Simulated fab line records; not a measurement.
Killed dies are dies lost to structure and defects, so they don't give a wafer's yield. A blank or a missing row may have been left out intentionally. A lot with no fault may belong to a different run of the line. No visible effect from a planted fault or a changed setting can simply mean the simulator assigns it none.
What tool caused it? + flow gf180mcu + 13 lots, 39 wafers sampled, at 3 steps of a route of 602

WHAT THE GAUGES READ, wafer by wafer
GF_V4_RS_MEAS_24: uses a four-point probe to measure.
| lot  | measured     | on            | V4_W_RS (ohm/sq)  |
|------|--------------|---------------|-------------------|
| L438 | day 24 14:45 | film-metro-01 | 0.330 0.326 0.322 |
| L439 | day 24 23:37 | film-metro-01 | 0.317 0.323 0.332 |
| L440 | day 25 12:08 | film-metro-03 | 0.324 0.319 0.323 |
| L441 | day 25 21:53 | film-metro-01 | 0.327 0.324 0.320 |
| L442 | day 26 00:01 | film-metro-02 | 0.322 0.326 0.323 |
| L444 | day 26 22:20 | film-metro-03 | 0.329 0.322 0.327 |
| L446 | day 27 05:05 | film-metro-01 | 0.321 0.331 0.326 |
| L448 | day 28 01:11 | film-metro-01 | 0.328 0.328 0.330 |
| L452 | day 29 01:33 | film-metro-03 | 0.324 0.327 0.323 |
| L457 | day 30 14:59 | film-metro-02 | 0.326 0.324 0.320 |
| L458 | day 30 19:02 | film-metro-03 | 0.322 0.318 0.330 |
| L459 | day 31 03:49 | film-metro-02 | 0.328 0.329 0.329 |
| L461 | day 31 12:38 | film-metro-01 | 0.328 0.326 0.323 |

WHICH TOOL RAN EACH LOT (tool, then ch and the chambers of the sampled wafers, then the start)
| lot  | GF_M4_SPUTTER_02             | GF_M4_METAL_ETCH_16               |
|------|------------------------------|-----------------------------------|
| L438 | pvd-sputter-03, day 22 14:55 | rie-metal-02 ch 1, day 23 14:09   |
| L439 | pvd-sputter-03, day 22 23:49 | rie-metal-01 ch 0,1, day 23 21:53 |
| L440 | pvd-sputter-03, day 23 14:31 | rie-metal-02 ch 0,1, day 24 12:40 |
| L441 | pvd-sputter-02, day 23 23:08 | rie-metal-02 ch 1, day 24 21:35   |
| L442 | pvd-sputter-02, day 24 02:14 | rie-metal-01 ch 0, day 25 00:38   |
| L444 | pvd-sputter-04, day 25 01:31 | rie-metal-01 ch 0,1, day 25 22:46 |
| L446 | pvd-sputter-02, day 25 08:28 | rie-metal-01 ch 0,1, day 26 05:56 |
| L448 | pvd-sputter-03, day 26 05:58 | rie-metal-04 ch 0,1, day 27 03:06 |
| L452 | pvd-sputter-02, day 27 08:34 | rie-metal-02 ch 0,1, day 28 03:55 |
| L457 | pvd-sputter-03, day 28 21:31 | rie-metal-02 ch 1, day 29 17:22   |
| L458 | pvd-sputter-03, day 29 02:16 | rie-metal-02 ch 0,1, day 29 20:58 |
| L459 | pvd-sputter-04, day 29 09:17 | rie-metal-04 ch 0,1, day 30 03:34 |
| L461 | pvd-sputter-04, day 29 22:11 | rie-metal-02 ch 0, day 30 16:52   |
- GF_M4_SPUTTER_02: material AlCu, target thk 450 nm, time 23.9 s.
- GF_M4_METAL_ETCH_16: etches the open film in Cl2/BCl3, stops on SiO2, target depth 750.8 nm, time 125.1 s.

AS READ BY THE TOOLS THEMSELVES (means over the sampled wafers that have a number; for cases with no such wafer, the mark the record gives instead)
GF_M4_SPUTTER_02.
| lot  | tool           | throttle-valve-pct (%) |
|------|----------------|------------------------|
| L438 | pvd-sputter-03 | 30.3                   |
| L439 | pvd-sputter-03 | 29.9                   |
| L440 | pvd-sputter-03 | 29.8                   |
| L441 | pvd-sputter-02 | 30.9                   |
| L442 | pvd-sputter-02 | 31.1                   |
| L444 | pvd-sputter-04 | 30.0                   |
| L446 | pvd-sputter-02 | 29.9                   |
| L448 | pvd-sputter-03 | 30.3                   |
| L452 | pvd-sputter-02 | 30.8                   |
| L457 | pvd-sputter-03 | 29.9                   |
| L458 | pvd-sputter-03 | 29.8                   |
| L459 | pvd-sputter-04 | 30.0                   |
| L461 | pvd-sputter-04 | 29.6                   |

GF_M4_METAL_ETCH_16.
| lot  | tool         | drypump-motor-current-A (A) | oes-product-au (a.u.) | throttle-valve-pct (%) |
|------|--------------|-----------------------------|-----------------------|------------------------|
| L438 | rie-metal-02 | 5.9                         | 0.990                 | 28.231                 |
| L439 | rie-metal-01 | 5.7                         | 0.991                 | 28.228                 |
| L440 | rie-metal-02 | 5.7                         | 0.991                 | 28.237                 |
| L441 | rie-metal-02 | 5.9                         | 0.987                 | 28.224                 |
| L442 | rie-metal-01 | 5.3                         | 0.990                 | 28.225                 |
| L444 | rie-metal-01 | 5.6                         | 0.994                 | 28.227                 |
| L446 | rie-metal-01 | 5.5                         | 0.992                 | 28.226                 |
| L448 | rie-metal-04 | 6.4                         | 0.987                 | 28.240                 |
| L452 | rie-metal-02 | 5.7                         | 0.980                 | 28.254                 |
| L457 | rie-metal-02 | 5.9                         | 0.984                 | 28.240                 |
| L458 | rie-metal-02 | 5.7                         | 0.988                 | 28.240                 |
| L459 | rie-metal-04 | 6.5                         | 0.991                 | 28.238                 |
| L461 | rie-metal-02 | 5.6                         | 0.992                 | 28.230                 |

THE ANSWER, worked out from the rows above alone
Rule: what is usual is taken from the lots themselves. Put in order of their means at a reading, lots are off if they are a third of the lots or fewer, leave a main group of 4 or more, and stand apart from it by a gap of 3 or more times the standard deviation of the main group's means; of several such gaps the widest counts. Not used: any main group whose means are identical at the precision the tables above print for the reading. A lot without any number at a reading at which 4 lots or more have one is off too. Where the step has rows for the other lots, those lots are counted as sound. First the gauges in route order, then the tools' own readings, where a lot's mean is used as printed above. The first step at which some lot is off is used, and at that step the reading that is off furthest; a lot without a number counts as furthest.
None of the lots is off at any reading shown; this tells nothing.

WHAT HAD BEEN PUT IN BY THE SIMULATOR
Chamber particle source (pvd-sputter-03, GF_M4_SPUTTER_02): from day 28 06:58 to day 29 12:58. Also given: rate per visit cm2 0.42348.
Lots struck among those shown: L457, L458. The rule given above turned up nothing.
